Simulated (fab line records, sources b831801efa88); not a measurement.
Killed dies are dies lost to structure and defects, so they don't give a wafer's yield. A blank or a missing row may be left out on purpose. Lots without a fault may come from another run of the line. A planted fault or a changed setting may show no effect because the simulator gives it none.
Problem report in the 8D (eight disciplines) form, filled by code | flow gf180mcu | the parts of the form that need people (team, actions taken, sign-off) are left out

1. THE PROBLEM
SALICIDE_TIN_RS at GF_SALICIDE_RS_MEAS_04 reads a mean of 18.1 ohm/sq on 2 wafers of 2 lots; wafers without a fault read 16.3 ohm/sq with a standard deviation of 0.34. That is +5.3 standard deviations from the usual mean.
The step: measures by four-point-probe.
First seen on wafer L938.1, day 20 12:16, on film_metro-03. The record holds 37 wafers of 13 lots with a number at this step. Rule for "out", or "out of limits": more than 4 standard deviations from the usual mean. The other wafers with a number count as sound.

2. WHAT IT IS AND WHAT IT IS NOT
question                    | is                           | is not
which readings at this step | SALICIDE_TIN_RS              | -
which lots                  | L938, L939                   | L924, L927, L929, L931, L932, L933, L935, L944, L945, L946, L947
which wafers of those lots  | L938.1, L939.3               | L938.5, L939.2
read on which gauges        | film_metro-01, film_metro-03 | film_metro-02
when                        | from day 20 12:16            | up to then (22 sound wafers); but 13 sound wafers of L939, L944, L945, L946, L947 came after

3. SUSPECTS, AND WHAT RULES EACH OUT
Counting: a tool at a process step up to the reading stays a suspect if it ran every lot that is out. Sound lots after the first of them don't rule it out here, since some wafers of a struck lot are sound.
- the gauge at GF_SALICIDE_RS_MEAS_04: ruled out. The wafers that are out were read on 2 gauges (film_metro-01, film_metro-03).
- pvd_sputter-03 at GF_SALICIDE_SPUTTER_02 (material Co, target thk 10 nm, time 20 s): kept. It ran every lot that is out, first L938 (day 20 12:13); its last sound lot up to then is L933 (day 18 11:10).
Left after counting: pvd_sputter-03 at GF_SALICIDE_SPUTTER_02.

4. THE CAUSE (what the simulator had put in)
Process parameter drift: pvd_sputter-03, from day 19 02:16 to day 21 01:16, at GF_SALICIDE_SPUTTER_02. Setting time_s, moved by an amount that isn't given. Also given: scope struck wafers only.
Counting left only this tool.

5. THE CHAIN OF EFFECTS, in route order
Each row: a reading whose mean over the struck wafers that have a number lies more than 3 standard deviations from the usual. Only readings for which the record gives a usual standard deviation are gone through. hours: the time from each lot's start at the first step in this table that gives one to its start at this step, as a median over the lots. sigmas: the change in usual standard deviations.
hours | step                   | reading         | usual       | on struck wafers | change | sigmas
0     | GF_SALICIDE_RS_MEAS_04 | SALICIDE_TIN_RS | 16.3 ohm/sq | 18.1             | +1.8   | +5.3

6. WHAT WOULD HAVE CAUGHT IT SOONER
In this record the first reading out of limits at a measuring or inspecting step was taken at day 20 12:16, 34 hours after the fault began at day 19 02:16.
Of the tool readings at GF_SALICIDE_SPUTTER_02 for which the record gives a usual standard deviation, none was out on any struck wafer, so an alarm limit of 4 standard deviations on them would not have fired.
Of the lots that are out (2), L939 began GF_SALICIDE_SPUTTER_02 on pvd_sputter-03 after day 20 12:16. A hold on the tool at that time would have spared it.
